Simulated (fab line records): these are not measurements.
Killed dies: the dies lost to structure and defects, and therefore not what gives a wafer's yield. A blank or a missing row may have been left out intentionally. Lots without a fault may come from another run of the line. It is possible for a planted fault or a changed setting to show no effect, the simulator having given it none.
fab line records    flow sky130
[record] lots = 6  wafers = 18  last-day = 50
route steps=708 shown VT_ADJUST_HVTP@93 VT_ADJUST_LVTN@97 PAD_OPEN@708
lots that met no fault: from a run of the same line without faults
start-h: hours from the record's first day to the start of the lot's first wafer shown    wait-h: hours from the lot's prior step to this one    " as in the row above    L1.1+2: a single row standing in for several wafers    - no value, or no start given    * or withheld: withheld    < > ~ a bound
route shown NAME@n: names a module that has steps shown in the file, with the first one's number in the route    usual: mean and standard deviation over wafers with no fault    same: alike in all rows    chamber/n: place in a boat    sites: per-site readings    _std_site: standard deviation of those values    _edge_site: outer sites' mean less inner sites'    radius-mm: how far each site lies from the wafer's centre    mask NAME#n: copy n    behind: tool/chamber where the wafer was last shaped    hold: why the lot went on hold/how many hours it stayed there/how the hold came to an end    device: transistor that didn't switch, given as n, p or np    end of line: the same wafers' tests at the end of the route    where a step has no rows: the recipe by itself    killed: dies that structure and defects cost at the first sort, which is not the same as the wafer's yield    map: dies across one wafer; x = killed, . = not, _ = none there
set.NAME: the setting the step ran with; set.NAME@STEP: the setting that earlier step ran with    model.NAME: the simulator's own value behind a step, which no gauge read
lots at some steps of the route; a table a step, a row a wafer
services: when a tool's chamber went out of use (start-h, in hours from the record's first day, below 0 if earlier), for how many hours, and the reason
[[steps]]
[step SKY_VT_ADJUST_HVTP_OVL_MEAS_08]
[usual] VT_ADJUST_HVTP_OVL = 0.6/1.3
lot.wafer  tool        chamber  start-h  wait-h  VT_ADJUST_HVTP_OVL[nm]
L733.2     overlay-02  -        161.44   0.1     3.2
L733.5     "           -        "        "       1.2
L733.6     "           -        "        "       0.8
L737.2     overlay-02  -        181.04   0.1     3.6
L737.4     "           -        "        "       0.8
L737.5     "           -        "        "       0.0
L738.2     overlay-01  -        187.19   0.1     -0.1
L738.3     "           -        "        "       0.0
L738.4     "           -        "        "       1.6
L739.1     overlay-01  -        189.72   0.1     1.1
L739.4     "           -        "        "       -0.4
L739.6     "           -        "        "       0.6
L750.2     overlay-01  -        276.81   0.1     1.2
L750.3     "           -        "        "       2.1
L750.4     "           -        "        "       3.0
L749.3     overlay-01  -        279.70   0.1     1.3
L749.4     "           -        "        "       2.7
L749.6     "           -        "        "       0.9
[step SKY_VT_ADJUST_HVTP_IMPLANT_09]
[recipe] species = As  energy-kev = 150  dose-cm2 = 4.3e+12  tilt-deg = withheld
[step SKY_VT_ADJUST_HVTP_STRIP_10]
[recipe] chemistry = O2/N2  power-w = 1400  pressure-mtorr = 1500  platen-temp-c = withheld  o2-flow-sccm = 3000  n2-flow-sccm = 300  overash-fraction = 0.5
[usual] drypump-motor-current-A = 5.5/0.39  oes-product-au = 0.716/0.0053  strip-time-to-endpoint-s = 14.18/0.047
lot.wafer  tool             chamber  start-h  wait-h  drypump-motor-current-A  oes-product-au  rf-hours-counter-h  strip-time-to-endpoint-s
L733.2     plasma-asher-03  1        161.62   0.1     5.7                      0.719           48                  14.19
L733.5     "                0        "        "       5.1                      0.715           -                   14.21
L733.6     "                1        "        "       5.8                      0.711           -                   14.20
L737.2     plasma-asher-04  0        181.22   0.1     6.0                      0.716           47                  14.13
L737.4     "                1        "        "       5.7                      0.718           -                   14.13
L737.5     "                0        "        "       6.0                      0.725           -                   14.10
L738.2     plasma-asher-03  1        187.37   0.1     5.7                      0.721           50                  14.20
L738.3     "                1        "        "       5.8                      0.711           -                   14.19
L738.4     "                0        "        "       5.0                      0.720           -                   14.21
L739.1     plasma-asher-01  1        190.21   0.1     5.8                      0.715           8                   14.16
L739.4     "                0        "        "       5.0                      0.718           -                   14.15
L739.6     "                0        "        "       5.0                      0.716           -                   14.19
L750.2     plasma-asher-03  1        276.99   0.1     5.7                      0.711           59                  14.25
L750.3     "                0        "        "       5.0                      0.720           -                   14.25
L750.4     "                1        "        "       5.7                      0.719           -                   14.28
L749.3     plasma-asher-01  0        279.90   0.1     5.0                      0.722           -                   14.26
L749.4     "                1        "        "       5.8                      0.717           -                   14.24
L749.6     "                1        "        "       5.7                      0.712           -                   14.26
[step SKY_VT_ADJUST_HVTP_TW_MEAS_11]
[usual] VT_ADJUST_HVTP_TW = 1351/20
lot.wafer  tool           chamber  start-h  wait-h  VT_ADJUST_HVTP_TW
L733.2     film-metro-04  -        161.73   0.1     1375
L733.5     "              -        "        "       1363
L733.6     "              -        "        "       1364
L737.2     film-metro-02  -        181.33   0.1     1360
L737.4     "              -        "        "       1355
L737.5     "              -        "        "       1356
L738.2     film-metro-04  -        187.48   0.1     1363
L738.3     "              -        "        "       1364
L738.4     "              -        "        "       1368
L739.1     film-metro-02  -        190.31   0.1     1360
L739.4     "              -        "        "       1366
L739.6     "              -        "        "       1360
L750.2     film-metro-04  -        277.10   0.1     1364
L750.3     "              -        "        "       1373
L750.4     "              -        "        "       1365
L749.3     film-metro-01  -        279.99   0.1     1321
L749.4     "              -        "        "       1323
L749.6     "              -        "        "       1322
[step SKY_VT_ADJUST_LVTN_DEHYDRATE_00]
[recipe] temp-c = 200  time-s = 60
[step SKY_VT_ADJUST_LVTN_HMDS_01]
[recipe] prime-time-s = 60  prime-temp-c = 120
[step SKY_VT_ADJUST_LVTN_COAT_02]
[recipe] spin-rpm = 2000  resist-thk-nm = 3000
[step SKY_VT_ADJUST_LVTN_SOFTBAKE_03]
[recipe] temp-c = 110  time-s = withheld
[step SKY_VT_ADJUST_LVTN_EXPOSE_04]
[recipe] mask-id = NWM_COMPLEMENT_LESS_NATIVE  na = 0.6  source-shape = conventional  sigma-outer = 0.6  polarization = unpolarized  target-cd-nm = 840  dose-mj = 194
[step SKY_VT_ADJUST_LVTN_PEB_05]
[recipe] temp-c = 115  time-s = withheld
[step SKY_VT_ADJUST_LVTN_DEVELOP_06]
[recipe] wall-angle-deg = 90  developer = TMAH  develop-time-s = 60  dev-temp-c = 23
[step SKY_VT_ADJUST_LVTN_OVL_MEAS_07]
[usual] VT_ADJUST_LVTN_OVL = 1.5/1.4
lot.wafer  tool        chamber  start-h  wait-h  VT_ADJUST_LVTN_OVL[nm]
L733.2     overlay-01  -        180.62   -       2.8
L733.5     "           -        "        "       3.8
L733.6     "           -        "        "       2.3
L737.2     overlay-01  -        202.37   -       2.5
L737.4     "           -        "        "       3.0
L737.5     "           -        "        "       1.9
L738.2     overlay-02  -        209.03   -       1.9
L738.3     "           -        "        "       -0.5
L738.4     "           -        "        "       1.3
L739.1     overlay-02  -        211.31   -       2.0
L739.4     "           -        "        "       0.2
L739.6     "           -        "        "       0.4
L750.2     overlay-02  -        302.43   -       2.1
L750.3     "           -        "        "       1.5
L750.4     "           -        "        "       0.9
L749.3     overlay-01  -        305.59   -       4.4
L749.4     "           -        "        "       2.3
L749.6     "           -        "        "       1.6
[step SKY_VT_ADJUST_LVTN_IMPLANT_08]
[recipe] species = B  energy-kev = 30  dose-cm2 = 1.57e+12  tilt-deg = withheld
[usual] dose-ions-cm2 = 1.5701e+12/1.7e+09
lot.wafer  tool          chamber  start-h  wait-h  dose-ions-cm2
L733.2     implanter-02  0        180.68   0.0     1.5695e+12
L733.5     "             0        "        "       1.5696e+12
L733.6     "             0        "        "       1.568e+12
L737.2     implanter-02  0        202.45   0.1     1.5696e+12
L737.4     "             0        "        "       1.5669e+12
L737.5     "             0        "        "       1.5709e+12
L738.2     implanter-02  0        209.09   0.0     1.5703e+12
L738.3     "             0        "        "       1.5677e+12
L738.4     "             0        "        "       1.569e+12
L739.1     implanter-01  0        211.35   0.0     1.5685e+12
L739.4     "             0        "        "       1.5678e+12
L739.6     "             0        "        "       1.5678e+12
L750.2     implanter-02  0        302.49   0.0     1.4978e+12
L750.3     "             0        "        "       1.5014e+12
L750.4     "             0        "        "       1.5016e+12
L749.3     implanter-02  0        305.66   0.1     1.5003e+12
L749.4     "             0        "        "       1.5016e+12
L749.6     "             0        "        "       1.5022e+12
[step SKY_VT_ADJUST_LVTN_STRIP_09]
[recipe] chemistry = O2/N2  power-w = 1400  pressure-mtorr = 1500  platen-temp-c = withheld  o2-flow-sccm = 3000  n2-flow-sccm = 300  overash-fraction = 0.5
[usual] drypump-motor-current-A = 5.7/0.41  oes-product-au = 0.723/0.0045  strip-time-to-endpoint-s = 36.99/0.12
lot.wafer  tool             chamber  start-h  wait-h  drypump-motor-current-A  oes-product-au  rf-hours-counter-h  strip-time-to-endpoint-s
L733.2     plasma-asher-04  0        180.80   0.1     6.0                      0.720           47                  36.94
L733.5     "                0        "        "       6.0                      0.724           -                   36.81
L733.6     "                1        "        "       5.8                      0.722           -                   36.83
L737.2     plasma-asher-04  1        202.70   0.2     5.8                      0.717           50                  37.00
L737.4     "                0        "        "       6.0                      0.717           -                   37.05
L737.5     "                1        "        "       5.8                      0.729           -                   37.07
L738.2     plasma-asher-04  1        209.21   0.1     5.8                      0.716           50                  37.16
L738.3     "                0        "        "       6.0                      0.723           -                   37.06
L738.4     "                1        "        "       5.8                      0.728           -                   37.25
L739.1     plasma-asher-01  1        211.50   0.1     5.8                      0.721           10                  37.16
L739.4     "                0        "        "       5.0                      0.717           -                   37.25
L739.6     "                1        "        "       5.8                      0.719           -                   37.21
L750.2     plasma-asher-01  1        302.61   0.1     5.8                      0.726           19                  36.88
L750.3     "                1        "        "       5.8                      0.729           -                   36.96
L750.4     "                0        "        "       5.0                      0.722           -                   36.82
L749.3     plasma-asher-04  0        305.80   0.1     6.0                      0.729           -                   36.98
L749.4     "                1        "        "       5.8                      0.728           -                   36.96
L749.6     "                0        "        "       6.0                      0.721           -                   37.06
[step SKY_PAD_OPEN_PROBE_99]
[usual] killed_at_M0_to_M3 = 43/7.3  killed_at_M4_up = 3.0/2  killed-at-contacts = 24/5.2  killed-at-front-end = 15/4.4  killed-at-other = 0.2/0.48  killed-dies = 86/9.1  killed-open = 47/7.3  killed-short = 38/6.4
[same] gross-dies = 492  killed-at-back-side = 0
lot.wafer  tool       chamber  start-h  wait-h  killed_at_M0_to_M3  killed_at_M4_up  killed-at-contacts  killed-at-front-end  killed-at-other  killed-dies  killed-open  killed-short
L733.2     prober-02  -        1108.91  0.1     46                  2                26                  13                   0                87           50           36
L733.5     prober-02  -        1109.06  0.2     35                  2                19                  13                   0                69           43           26
L733.6     prober-02  -        1109.11  0.2     36                  4                23                  7                    0                70           34           36
L737.2     prober-02  -        1135.27  0.1     46                  2                22                  10                   1                81           41           39
L737.4     prober-02  -        1135.37  0.2     48                  7                29                  12                   0                96           52           44
L737.5     prober-02  -        1135.42  0.2     47                  4                23                  12                   0                86           54           31
L739.1     prober-01  -        1139.27  0.1     37                  1                31                  15                   1                85           50           35
L739.4     prober-01  -        1139.42  0.2     40                  8                21                  12                   0                81           48           33
L739.6     prober-01  -        1139.52  0.2     51                  1                28                  18                   1                99           59           39
L738.2     prober-02  -        1139.47  0.1     46                  6                20                  19                   0                91           55           36
L738.3     prober-02  -        1139.52  0.2     47                  3                17                  19                   0                86           42           44
L738.4     prober-02  -        1139.57  0.2     43                  1                19                  18                   1                82           49           33
L750.2     prober-02  -        1205.36  0.1     34                  3                22                  14                   2                75           44           30
L750.3     prober-02  -        1205.41  0.2     43                  7                17                  18                   0                85           40           44
L750.4     prober-02  -        1205.46  0.2     42                  3                20                  13                   0                78           40           37
L749.3     prober-02  -        1206.91  0.2     57                  1                30                  20                   0                108          65           43
L749.4     prober-02  -        1206.96  0.2     41                  4                37                  17                   0                99           57           42
L749.6     prober-02  -        1207.06  0.2     37                  3                18                  19                   0                77           44           33
// killed by level:class
L733.2 CONTACT:geometric-particle:open=10 VIA1:geometric-particle:open=8 LI_CONTACT:geometric-particle:open=7 VIA2:geometric-particle:open=7 FIELD_ISO:geometric-particle:open=6 VIA1:geometric-particle:short=6 VIA3:geometric-particle:open=6 CONTACT:geometric-particle:short=5
L733.5 VIA2:geometric-particle:open=10 LI_CONTACT:geometric-particle:open=7 CONTACT:geometric-particle:open=6 METAL2:geometric-particle:short=5 VIA3:geometric-particle:open=5 FIELD_ISO:geometric-particle:open=4 FIELD_ISO:geometric-particle:short=4 METAL1:geometric-particle:short=4
L733.6 VIA1:geometric-particle:open=8 CONTACT:geometric-particle:open=7 CONTACT:geometric-particle:short=7 VIA2:geometric-particle:open=6 LOCAL_INTERCONNECT:geometric-particle:short=4 VIA2:geometric-particle:short=4 FIELD_ISO:geometric-particle:open=3 LI_CONTACT:geometric-particle:open=3
L737.2 VIA1:geometric-particle:open=11 LI_CONTACT:geometric-particle:open=9 VIA2:geometric-particle:open=8 CONTACT:geometric-particle:open=6 METAL1:geometric-particle:short=6 VIA1:geometric-particle:short=5 VIA2:geometric-particle:short=5 VIA3:geometric-particle:open=5
L737.4 VIA1:geometric-particle:open=14 VIA2:geometric-particle:open=9 LI_CONTACT:geometric-particle:open=9 CONTACT:geometric-particle:open=8 VIA1:geometric-particle:short=8 CONTACT:geometric-particle:short=6 POLY_GATE:geometric-particle:short=5 METAL2:geometric-particle:short=4
L737.5 CONTACT:geometric-particle:open=12 VIA3:geometric-particle:open=10 VIA1:geometric-particle:open=9 VIA1:geometric-particle:short=7 VIA2:geometric-particle:open=6 METAL2:geometric-particle:short=5 LI_CONTACT:geometric-particle:open=4 FIELD_ISO:geometric-particle:open=3
L739.1 CONTACT:geometric-particle:open=11 VIA1:geometric-particle:open=9 LOCAL_INTERCONNECT:geometric-particle:short=7 METAL1:geometric-particle:short=6 FIELD_ISO:geometric-particle:open=5 LI_CONTACT:geometric-particle:open=5 CONTACT:geometric-particle:short=5 VIA2:geometric-particle:open=5
L739.4 VIA1:geometric-particle:open=13 LI_CONTACT:geometric-particle:open=10 VIA2:geometric-particle:open=7 METAL4:geometric-particle:short=7 METAL2:geometric-particle:short=7 VIA3:geometric-particle:open=6 CONTACT:geometric-particle:open=5 FIELD_ISO:geometric-particle:open=3
L738.2 POLY_GATE:geometric-particle:open=10 VIA1:geometric-particle:open=10 VIA2:geometric-particle:open=8 LI_CONTACT:geometric-particle:open=7 VIA3:geometric-particle:open=7 VIA1:geometric-particle:short=6 VIA2:geometric-particle:short=5 FIELD_ISO:geometric-particle:open=4
L738.3 VIA1:geometric-particle:open=10 METAL2:geometric-particle:short=8 FIELD_ISO:geometric-particle:short=7 VIA3:geometric-particle:open=7 POLY_GATE:geometric-particle:open=6 CONTACT:geometric-particle:open=6 METAL3:geometric-particle:short=5 VIA2:geometric-particle:open=4
L739.6 VIA1:geometric-particle:open=16 CONTACT:geometric-particle:open=10 VIA3:geometric-particle:open=10 LI_CONTACT:geometric-particle:open=7 LOCAL_INTERCONNECT:geometric-particle:short=6 FIELD_ISO:geometric-particle:open=5 VIA1:geometric-particle:short=5 VIA2:geometric-particle:open=5
L738.4 VIA2:geometric-particle:open=12 VIA1:geometric-particle:open=8 FIELD_ISO:geometric-particle:short=6 POLY_GATE:geometric-particle:open=6 CONTACT:geometric-particle:open=5 LI_CONTACT:geometric-particle:open=5 FIELD_ISO:geometric-particle:open=4 METAL2:geometric-particle:short=4
L750.2 VIA1:geometric-particle:open=7 POLY_GATE:geometric-particle:open=6 CONTACT:geometric-particle:open=6 CONTACT:geometric-particle:short=6 VIA2:geometric-particle:open=5 VIA3:geometric-particle:short=5 VIA3:geometric-particle:open=5 LI_CONTACT:geometric-particle:open=4
L750.3 VIA1:geometric-particle:open=9 FIELD_ISO:geometric-particle:short=8 LI_CONTACT:geometric-particle:open=7 METAL1:geometric-particle:short=6 METAL2:geometric-particle:short=6 VIA2:geometric-particle:open=5 CONTACT:geometric-particle:open=4 VIA2:geometric-particle:short=4
L750.4 VIA1:geometric-particle:open=8 METAL2:geometric-particle:short=7 CONTACT:geometric-particle:open=6 LI_CONTACT:geometric-particle:open=5 VIA3:geometric-particle:open=5 POLY_GATE:geometric-particle:open=4 LI_CONTACT:geometric-particle:short=4 METAL3:geometric-particle:short=4
L749.3 CONTACT:geometric-particle:open=14 VIA3:geometric-particle:open=10 VIA2:geometric-particle:open=10 LI_CONTACT:geometric-particle:open=9 VIA1:geometric-particle:open=9 FIELD_ISO:geometric-particle:short=7 VIA1:geometric-particle:short=7 METAL2:geometric-particle:short=7
L749.4 CONTACT:geometric-particle:open=12 LI_CONTACT:geometric-particle:open=10 VIA1:geometric-particle:open=9 METAL2:geometric-particle:short=7 LOCAL_INTERCONNECT:geometric-particle:short=6 POLY_GATE:geometric-particle:open=5 VIA1:geometric-particle:short=5 CONTACT:geometric-particle:short=5
L749.6 LI_CONTACT:geometric-particle:open=7 VIA2:geometric-particle:open=7 VIA1:geometric-particle:open=6 VIA3:geometric-particle:open=6 POLY_GATE:geometric-particle:short=5 CONTACT:geometric-particle:open=5 METAL2:geometric-particle:short=4 METAL3:geometric-particle:short=4
[[services]]
tool             chamber  start-h  hours  kind
plasma-asher-04  -        151.21   10.0   pm
plasma-asher-04  -        166.19   9.6    repair
implanter-01     -        256.42   6.6    pm
plasma-asher-04  -        257.61   9.2    repair
[[key]]
[first-sign] step = SKY_VT_ADJUST_LVTN_IMPLANT_08  reading = dose-ions-cm2  direction = down  sigmas = 41  usual = *  struck = *
effect none on later readings
met-at SKY_VT_ADJUST_LVTN_IMPLANT_08
struck-wafers L749.3,L749.4,L749.6,L750.2,L750.3,L750.4
tester-left-out L749,L750
onset-between 209.09 302.49
[fault] kind = process-parameter-drift  tool = implanter-02  chamber = -  onset-h = 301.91  steps = SKY_VT_ADJUST_LVTN_IMPLANT_08  channel = dose-cm2  offset = *  shape = step  end-h = 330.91  acts-in = *  stated = *
// tester-left-out: of these lots the tester's yield and bins aren't shown, on N5 and GAA mostly nor the transistor test; their killed dies are dies lost to structure and defects alone, not to doping, threshold or leakage, so they don't give the yield
